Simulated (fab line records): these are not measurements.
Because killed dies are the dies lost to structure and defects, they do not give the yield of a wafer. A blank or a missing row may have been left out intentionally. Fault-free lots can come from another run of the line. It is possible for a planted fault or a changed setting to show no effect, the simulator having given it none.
Which tool is to blame? | flow gf180mcu | 35 wafers from 12 lots sampled at 5 of the route's 602 steps

## WHAT THE GAUGES READ, wafer by wafer
GF_V3_BOW_MEAS_05.
lot  | measured     | on            | V3_BOW (um)
L428 | day 21 04:47 | film-metro-01 | 120 122 125
L429 | day 22 07:56 | film-metro-04 | 128 108 121
L433 | day 23 04:12 | film-metro-02 | 109 111 125
L434 | day 23 11:06 | film-metro-01 | 118 119 118
L435 | day 24 02:16 | film-metro-02 | 103 94 110
L436 | day 24 08:56 | film-metro-04 | 122 109 113
L437 | day 24 15:07 | film-metro-01 | 123 125 118
L440 | day 25 15:03 | film-metro-04 | 115 113 120
L446 | day 27 15:39 | film-metro-04 | 133 128 123
L447 | day 28 01:29 | film-metro-01 | 118 111
L449 | day 28 06:28 | film-metro-01 | 119 118 120
L450 | day 28 10:59 | film-metro-01 | 110 113 121

GF_M4_RS_MEAS_05: the measuring method here is four-point-probe.
lot  | measured     | on            | M4_ALCU_RS (ohm/sq)
L428 | day 22 06:01 | film-metro-04 | 0.0687 0.0691 0.0692
L429 | day 23 08:52 | film-metro-04 | 0.0695 0.0689 0.0700
L433 | day 24 04:08 | film-metro-02 | 0.0702 0.0699 0.0687
L434 | day 24 11:16 | film-metro-04 | 0.0696 0.0703 0.0693
L435 | day 25 02:20 | film-metro-02 | 0.0707 0.0710 0.0708
L436 | day 25 08:18 | film-metro-03 | 0.0709 0.0701 0.0707
L437 | day 25 14:27 | film-metro-03 | 0.0687 0.0693 0.0702
L440 | day 26 13:43 | film-metro-02 | 0.0709 0.0705 0.0702
L446 | day 28 13:48 | film-metro-02 | 0.0685 0.0695 0.0684
L447 | day 28 22:34 | film-metro-03 | 0.0697 0.0692
L449 | day 29 03:47 | film-metro-03 | 0.0712 0.0702 0.0704
L450 | day 29 07:37 | film-metro-04 | 0.0685 0.0688 0.0682

GF_V4_THK_MEAS_03.
lot  | measured     | on            | V4_CVD_02_THK (nm)
L428 | day 23 05:54 | film-metro-02 | 847 830 856
L429 | day 24 08:08 | film-metro-01 | 850 859 851
L433 | day 25 03:04 | film-metro-03 | 838 854 849
L434 | day 25 09:25 | film-metro-01 | 838 857 850
L435 | day 26 01:01 | film-metro-02 | 854 872 871
L436 | day 26 06:26 | film-metro-03 | 852 857 860
L437 | day 26 11:51 | film-metro-02 | 842 850 854
L440 | day 27 11:22 | film-metro-02 | 835 843 849
L446 | day 29 09:27 | film-metro-01 | 843 282 855
L447 | day 29 18:06 | film-metro-03 | 280 839
L449 | day 29 23:50 | film-metro-02 | 856 846 867
L450 | day 30 03:04 | film-metro-03 | 821 830 834

## TOOL THAT RAN EACH LOT (tool first, then ch and the chambers of the sampled wafers, then the start)
lot  | GF_V3_SPUTTER_21             | GF_V4_CVD_02
L428 | pvd-sputter-01, day 22 05:07 | pecvd-04 ch 1,2, day 23 05:50
L429 | pvd-sputter-02, day 23 07:55 | pecvd-03 ch 0,2, day 24 08:04
L433 | pvd-sputter-04, day 24 03:13 | pecvd-03 ch 0,2, day 25 02:59
L434 | pvd-sputter-01, day 24 10:19 | pecvd-02 ch 0,2, day 25 09:18
L435 | pvd-sputter-02, day 25 01:25 | pecvd-02 ch 1,2, day 26 00:56
L436 | pvd-sputter-04, day 25 07:23 | pecvd-04 ch 0,1,2, day 26 06:22
L437 | pvd-sputter-01, day 25 13:31 | pecvd-04 ch 0,1,2, day 26 11:47
L440 | pvd-sputter-04, day 26 12:49 | pecvd-04 ch 0,1,2, day 27 11:17
L446 | pvd-sputter-04, day 28 12:34 | pecvd-02 ch 0,1, day 29 09:22
L447 | pvd-sputter-04, day 28 21:37 | pecvd-02 ch 0,1, day 29 18:01
L449 | pvd-sputter-02, day 29 02:52 | pecvd-03 ch 0,2, day 29 23:46
L450 | pvd-sputter-01, day 29 06:41 | pecvd-04 ch 0,1,2, day 30 02:59
- GF_V3_SPUTTER_21: material Ti, target thk 15 nm, time 80.02 s.
- GF_V4_CVD_02: deposits SiO2 from TEOS, target thk 850 nm, time 94.851 s.

## AS READ BY THE TOOLS THEMSELVES (means over the sampled wafers that have a number; for cases with no such wafer, the mark the record gives instead)
GF_V3_SPUTTER_21.
lot  | tool           | throttle-valve-pct (%)
L428 | pvd-sputter-01 | 29.8
L429 | pvd-sputter-02 | 31.5
L433 | pvd-sputter-04 | 29.9
L434 | pvd-sputter-01 | 29.5
L435 | pvd-sputter-02 | 31.3
L436 | pvd-sputter-04 | 30.5
L437 | pvd-sputter-01 | 30.1
L440 | pvd-sputter-04 | 29.3
L446 | pvd-sputter-04 | 29.2
L447 | pvd-sputter-04 | 30.0
L449 | pvd-sputter-02 | 30.1
L450 | pvd-sputter-01 | 29.6

GF_V4_CVD_02.
lot  | tool     | heater-power-w (W) | rf-fwd-power-W (W)
L428 | pecvd-04 | 695                | 597.5
L429 | pecvd-03 | 577                | 596.3
L433 | pecvd-03 | 644                | 597.9
L434 | pecvd-02 | 783                | 595.2
L435 | pecvd-02 | 679                | 597.4
L436 | pecvd-04 | 729                | 597.0
L437 | pecvd-04 | 758                | 594.1
L440 | pecvd-04 | 700                | 596.0
L446 | pecvd-02 | 589                | 595.4
L447 | pecvd-02 | 643                | 594.2
L449 | pecvd-03 | 640                | 597.8
L450 | pecvd-04 | 785                | 596.8

## THE ANSWER, worked out from the rows above alone
Rule: the usual values come from the lots themselves. Put in order of their means at a reading, lots are off if they are a third of the lots or fewer, leave a main group of 4 or more, and stand apart from it by a gap of 3 or more times the standard deviation of the main group's means; of several such gaps the widest counts. A main group is skipped when, at the precision printed for the reading in the tables above, its means are all equal. A lot without any number at a reading at which 4 lots or more have one is off too. The other lots that the step has rows for count as sound. Order of review: gauges by route order, followed by the tools' own readings, for which a lot's mean as printed above is used. At the first step where some lot is off, the reading lying furthest off is the one used; lots without a number count as furthest.
Off: L446, L447, seen at GF_V4_THK_MEAS_03 (V4_CVD_02_THK). For the main group the mean is 849 nm and the standard deviation 9.5.
If a tool, at a process step before that reading, ran all the lots that are off and no sound lot after the first of them, it fits. Those tools and the gauges at GF_V4_THK_MEAS_03 are tried in the same way. This does not decide it: 2 tools fit, namely pvd-sputter-04 at GF_V3_SPUTTER_21 and pecvd-02 at GF_V4_CVD_02.

## WHAT HAD BEEN PUT IN BY THE SIMULATOR
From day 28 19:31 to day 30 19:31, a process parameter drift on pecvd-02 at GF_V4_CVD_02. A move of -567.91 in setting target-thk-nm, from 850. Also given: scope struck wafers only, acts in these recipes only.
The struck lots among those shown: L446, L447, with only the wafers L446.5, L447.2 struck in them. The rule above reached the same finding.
